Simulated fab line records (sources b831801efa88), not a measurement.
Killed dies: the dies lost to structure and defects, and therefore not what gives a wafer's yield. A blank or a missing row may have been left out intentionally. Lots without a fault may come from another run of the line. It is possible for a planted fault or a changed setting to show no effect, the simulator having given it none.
Struck lot and sound lot, side by side :: flow sfq line :: 28 steps out of a route of 325
Sound: the wafers L732.1, L732.2, L732.3. Struck: wafers L720.5, L720.6. (L720.2 of the same lot was not struck and is left out.) The cause comes at the end.
Each step with rows lists, per side, the tool, then ch with its chambers, then its first start. Under that, the readings that differ: sound wafers :: struck wafers :: difference of the means :: sigmas: that difference in standard deviations of wafers without a fault.
alike: words and numbers the same on both sides, and readings whose means are apart by under 2 such deviations; not compared: readings that were withheld, readings missing a value for some wafer, numbers with overlapping values and no deviation given by the record, and bounds like >300 which may hide the same value.
Wherever a step has rows on one side only, a row that says differs or no value, or a row with sigmas, the two part there. Numbers that have no deviation but don't overlap get no sigmas and don't part them. A reading missing from all wafers of one side parts the sides only when that side holds two or more wafers.

first, 6 steps without rows for these wafers: SFQ_TRILAYER_M1_LITHO_COAT_044 (resist thk 62 nm); SFQ_TRILAYER_M1_LITHO_COAT_039 (resist thk 600 nm); SFQ_TRILAYER_M1_LITHO_SOFTBAKE_043; SFQ_TRILAYER_M1_LITHO_EXPOSE_040 (exposes mask M1, target cd 500 nm); SFQ_TRILAYER_M1_LITHO_PEB_042 (peb time 60 s); SFQ_TRILAYER_M1_LITHO_DEVELOP_041 (time 60 s).
SFQ_M1_OVL_MEAS_911:
  sound: overlay-02 at day 27 13:25; struck: overlay-02 at day 16 12:00
  alike: M1_OVL
SFQ_TRILAYER_M1_BARC_OPEN_METAL_ETCH_054: etches BARC in O2, target depth 125 nm, time 41.7 s.
  sound on rie metal-01 ch 0,1, day 27 13:26; struck on rie metal-01 ch 0, day 16 12:03
  alike: chamber pressure mTorr, drypump motor current A, oes product au
  not compared: rf hours counter h
then, 1 step without rows for these wafers: SFQ_TRILAYER_M1_ETCH_METAL_ETCH_042 (etches Nb in Cl2/Ar, stops on SiO2, target depth 240 nm, time 120 s).
SFQ_TRILAYER_M1_STRIP_STRIP_043: strips in O2.
  sound on rie metal-01 ch 0,1, day 27 13:38; struck on rie metal-01 ch 0, day 16 12:36
  alike: chamber pressure mTorr, drypump motor current A, oes product au
  not compared: rf hours counter h
then, 1 step without rows for these wafers: SFQ_TRILAYER_M1_STRIP_SOLV_CLEAN_044 (cleans in NMP, time 600 s).
SFQ_TRILAYER_I1_DEP_PECVD_045: deposits SiO2 from SiH4/N2O, time 111.11 s, target thk 500 nm.
  sound on pecvd-01 ch 0,1,2, day 27 14:56; struck on pecvd-01 ch 0,1, day 16 13:46
  alike: heater power w, throttle valve pct
SFQ_TRILAYER_I1_CMP_CMP_046: polishes SiO2.
  sound on cmp-02 ch 1,2,3, day 27 15:31; struck on cmp-01 ch 0,3, day 16 15:51
reading: model.SiO2_of_TRILAYER_I1_DEP_PECVD_045.thk nm (nm)
sound: 198.9 201 201.9
struck: 218.5 220.8
difference: +19.1
sigmas: 
  alike: head pressure psi, motor current A, time to endpoint s
SFQ_I1_BOW_MEAS_912:
  sound: film metro-01 at day 27 18:01; struck: film metro-04 at day 16 16:52
  alike: I1_BOW
SFQ_TRILAYER_I1_METRO_MEASURE_047:
  sound: film metro-01 at day 27 18:08; struck: film metro-04 at day 16 17:10
reading: thk nm (nm)
sound: 198.9 201.0 201.9
struck: 218.3 220.7
difference: +18.9
sigmas: +16
then, 6 steps without rows for these wafers: SFQ_TRILAYER_I1_VIA_LITHO_COAT_054 (resist thk 62 nm); SFQ_TRILAYER_I1_VIA_LITHO_COAT_049 (resist thk 650 nm); SFQ_TRILAYER_I1_VIA_LITHO_SOFTBAKE_053; SFQ_TRILAYER_I1_VIA_LITHO_EXPOSE_050 (exposes mask I1, target cd 500 nm); SFQ_TRILAYER_I1_VIA_LITHO_PEB_052 (peb time 60 s); SFQ_TRILAYER_I1_VIA_LITHO_DEVELOP_051 (time 60 s).
-- the record jumps here: 6 days lie between the struck wafers' starts before and after --
SFQ_I1_OVL_MEAS_913:
  sound: overlay-01 at day 34 05:44; struck: overlay-02 at day 22 21:29
  alike: I1_OVL
SFQ_TRILAYER_I1_VIA_BARC_OPEN_VIA_ETCH_071: etches BARC in O2, target depth 125 nm, time 41.7 s.
  sound on rie diel-04 ch 0,1,3, day 34 05:46; struck on rie diel-04 ch 1,2, day 22 21:31
reading: rf hours counter h (h)
sound: 10 10 4
struck: - -
difference: no value on the struck wafers
sigmas: 
  alike: chamber pressure mTorr, drypump motor current A, oes product au
SFQ_TRILAYER_I1_VIA_ETCH_VIA_ETCH_052: etches SiO2 in CHF3, stops on Nb, target depth 260 nm.
  sound on rie diel-04 ch 0,1,3, day 34 05:48; struck on rie diel-04 ch 1,2, day 22 21:33
reading: oes product au (a.u.)
sound: 0.849 0.852 0.862
struck: 0.900 0.899
difference: +0.045
sigmas: +9

reading: model.etch.depth nm (nm)
sound: 198.9 201 201.9
struck: 218.5 220.8
difference: +19.1
sigmas: 

reading: model.I1.feature depth nm (nm)
sound: 198.9 201 201.9
struck: 218.5 220.8
difference: +19.1
sigmas: 
  alike: chamber pressure mTorr, drypump motor current A
SFQ_TRILAYER_I1_VIA_STRIP_STRIP_053: strips in O2.
  sound on rie metal-04 ch 0,1, day 34 05:55; struck on rie metal-04 ch 1, day 22 21:52
  alike: chamber pressure mTorr, drypump motor current A, oes product au
  not compared: rf hours counter h
then, 1 step without rows for these wafers: SFQ_TRILAYER_I1_VIA_STRIP_SOLV_CLEAN_054 (cleans in NMP, time 600 s).
SFQ_TRILAYER_M2_DEP_PRE_CLEAN_056: time 22.5 s.
  sound: pvd sputter-03 at day 34 06:41; struck: pvd sputter-06 at day 22 23:04
reading: model.SiO2_of_TRILAYER_I1_DEP_PECVD_045.thk nm (nm)
sound: 191.4 193.5 194.4
struck: 211 213.3
difference: +19
sigmas: 
then, 1 step without rows for these wafers: SFQ_TRILAYER_M2_DEP_SPUTTER_055 (material Nb, target thk 200 nm, time 133.3 s).

== WHERE THEY PART ==
First at SFQ_TRILAYER_I1_METRO_MEASURE_047; last, within this record, at SFQ_TRILAYER_I1_VIA_ETCH_VIA_ETCH_052. Later steps at which nothing parts them and some readings are alike: SFQ_TRILAYER_I1_VIA_STRIP_STRIP_053.

WHY: whatever the simulator had introduced
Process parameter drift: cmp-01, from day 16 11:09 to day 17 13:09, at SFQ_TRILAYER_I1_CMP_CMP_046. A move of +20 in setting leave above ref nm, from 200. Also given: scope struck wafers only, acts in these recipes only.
